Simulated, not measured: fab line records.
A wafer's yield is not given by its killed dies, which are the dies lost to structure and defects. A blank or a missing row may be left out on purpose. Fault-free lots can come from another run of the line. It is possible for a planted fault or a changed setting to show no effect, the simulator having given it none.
Chamber matching || flow gf180mcu || pecvd-03 running GF_MIM_CVD_05: 3 sister chambers
The step deposits Si3N4, target thk 42 nm, time 29.086 s. 3 wafers are shown with their chamber, then 7 later ones without.

## WAFERS, EACH WITH ITS CHAMBER
{"wafer": "L655.3", "chamber": 1, "heater_power_w (W)": 789}
{"wafer": "L656.2", "chamber": 0, "heater_power_w (W)": 748}
{"wafer": "L656.3", "chamber": 2, "heater_power_w (W)": 724}

## WAFERS WITH NO CHAMBER GIVEN
{"wafer": "L656.5", "heater_power_w (W)": 722}
{"wafer": "L659.1", "heater_power_w (W)": 862}
{"wafer": "L659.3", "heater_power_w (W)": 643}
{"wafer": "L659.5", "heater_power_w (W)": 641}
{"wafer": "L662.1", "heater_power_w (W)": 783}
{"wafer": "L662.2", "heater_power_w (W)": 616}
{"wafer": "L662.4", "heater_power_w (W)": 634}

## WHICH CHAMBER EACH WENT THROUGH
{"wafer": "L656.5", "from the rows above": "can't be placed: 2 or 0 or 1", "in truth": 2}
{"wafer": "L659.1", "from the rows above": "can't be placed: 1 or 0 or 2", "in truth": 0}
{"wafer": "L659.3", "from the rows above": "can't be placed: 2 or 0 or 1", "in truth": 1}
{"wafer": "L659.5", "from the rows above": "can't be placed: 2 or 0 or 1", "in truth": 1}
{"wafer": "L662.1", "from the rows above": "can't be placed: 1 or 0 or 2", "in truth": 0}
{"wafer": "L662.2", "from the rows above": "can't be placed: 2 or 0 or 1", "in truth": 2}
{"wafer": "L662.4", "from the rows above": "can't be placed: 2 or 0 or 1", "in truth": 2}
Correct placement for 0 of the 7. From these rows, 7 cannot be placed; in 7 the true chamber is one of the candidates. Placed wrongly: 0.
How it was worked out, from the rows above alone: a wafer's distance from a chamber is the root of the sum, over the readings, of the square of ((its reading less the chamber's mean) divided by the reading's scatter). The wafer belongs to the nearest chamber; if the next one is less than 2 further off, it can't be placed. The mean given for a chamber averages the wafers shown for that chamber. The scatter: with one shown wafer a chamber, the root of the mean of the squares of how far each hidden wafer lies from its nearest shown one.
